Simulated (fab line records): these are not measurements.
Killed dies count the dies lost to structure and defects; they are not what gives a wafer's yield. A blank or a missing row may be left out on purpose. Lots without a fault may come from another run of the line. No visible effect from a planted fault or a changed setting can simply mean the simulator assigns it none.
Problem report, 8D (eight disciplines) form, completed by code    flow sky130    the parts of the form that need people (team, actions taken, sign-off) are left out

== 1. WHAT IS WRONG ==
Mean VT_ADJUST_HVTR_TW at SKY_VT_ADJUST_HVTR_TW_MEAS_11: 29.6 over 3 wafers in 2 lots; fault-free wafers: 209.2, standard deviation 2.3. Measured from the usual mean, that is -78 standard deviations.
First observed at day 12 06:23: wafer L540.2, on filmMetro-01. The record has a number at this step for 42 wafers belonging to 14 lots. Rule for "out", or "out of limits": more than 4 standard deviations from the usual mean. Any other wafer with a number is counted as sound.

== 2. WHAT THIS IS AND IS NOT ==
question                     is                      is not
which readings at this step  VT_ADJUST_HVTR_TW       -
which lots                   L540, L542              L532, L533, L534, L536, L539, L549, L550, L551, L552, L553, L554, L555
which wafers of those lots   L540.2, L542.2, L542.4  L540.1, L540.6, L542.3
read on which gauges         filmMetro-01            filmMetro-03, filmMetro-04
when                         from day 12 06:23       up to then (17 sound wafers); but 22 sound wafers of L542, L549, L550, L551, L552, L553, L554, L555 came after

== 3. THE SUSPECTS, EACH WITH WHAT RULES IT OUT ==
Counting: a tool at a process step up to the reading stays a suspect if it ran every lot that is out. Sound lots after the first of them don't rule it out here, since some wafers of a struck lot are sound.
- the gauge at SKY_VT_ADJUST_HVTR_TW_MEAS_11: kept. All the wafers that are out were read on filmMetro-01, and no step on other tools shows them out.
- lithoTrack-04 at SKY_VT_ADJUST_HVTR_DEVELOP_06 (develop time 60 s): kept. It processed each lot that is out (first: L540, day 12 05:50); up to then, its last sound lot is L536 (day 11 07:29).
The count leaves filmMetro-01 at SKY_VT_ADJUST_HVTR_TW_MEAS_11 and lithoTrack-04 at SKY_VT_ADJUST_HVTR_DEVELOP_06.

== 4. THE CAUSE (what the simulator had put in) ==
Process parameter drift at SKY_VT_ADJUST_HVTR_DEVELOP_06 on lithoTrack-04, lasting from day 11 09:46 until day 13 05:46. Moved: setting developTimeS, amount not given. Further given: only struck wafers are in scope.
This tool is one of the 2 suspects left after counting.

== 5. THE EFFECT CHAIN, in route order ==
Each row: a reading where the mean over the struck wafers with a number is more than 3 standard deviations away from the usual. Only readings for which the record gives a usual standard deviation are gone through. hours: the time from each lot's start at the first step in this table that gives one to its start at this step, as a median over the lots. sigmas: the change in usual standard deviations.
hours  step                           reading            usual  on struck wafers  change  sigmas
0      SKY_VT_ADJUST_HVTR_TW_MEAS_11  VT_ADJUST_HVTR_TW  209.2  29.6              -179.6  -78
Readings that are blank on the struck wafers while sound wafers have them: cdNm at SKY_VT_ADJUST_HVTR_CD_MEAS_07; VT_ADJUST_HVTR_OVL at SKY_VT_ADJUST_HVTR_OVL_MEAS_08.
At these later measuring or inspecting steps, every struck wafer for which the step has a row has a number for every such reading, and none has moved that far: SKY_SONOS_ONO_THK_MEAS_03.

== 6. HOW IT WOULD HAVE BEEN CAUGHT EARLIER ==
21 hours passed between the start of the fault at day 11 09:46 and the first reading out of limits at a measuring or inspecting step in this record, taken at day 12 06:23.
Between SKY_VT_ADJUST_HVTR_DEVELOP_06 and SKY_VT_ADJUST_HVTR_TW_MEAS_11, SKY_VT_ADJUST_HVTR_CD_MEAS_07 gave no cdNm and SKY_VT_ADJUST_HVTR_OVL_MEAS_08 gave no VT_ADJUST_HVTR_OVL on the struck wafers, where sound wafers have one: a measuring or inspecting step that comes back empty is itself a sign.
Among the 2 lots that are out, L542 began SKY_VT_ADJUST_HVTR_DEVELOP_06 on lithoTrack-04 after day 12 06:23. It would have been spared by a hold on the tool at that moment.
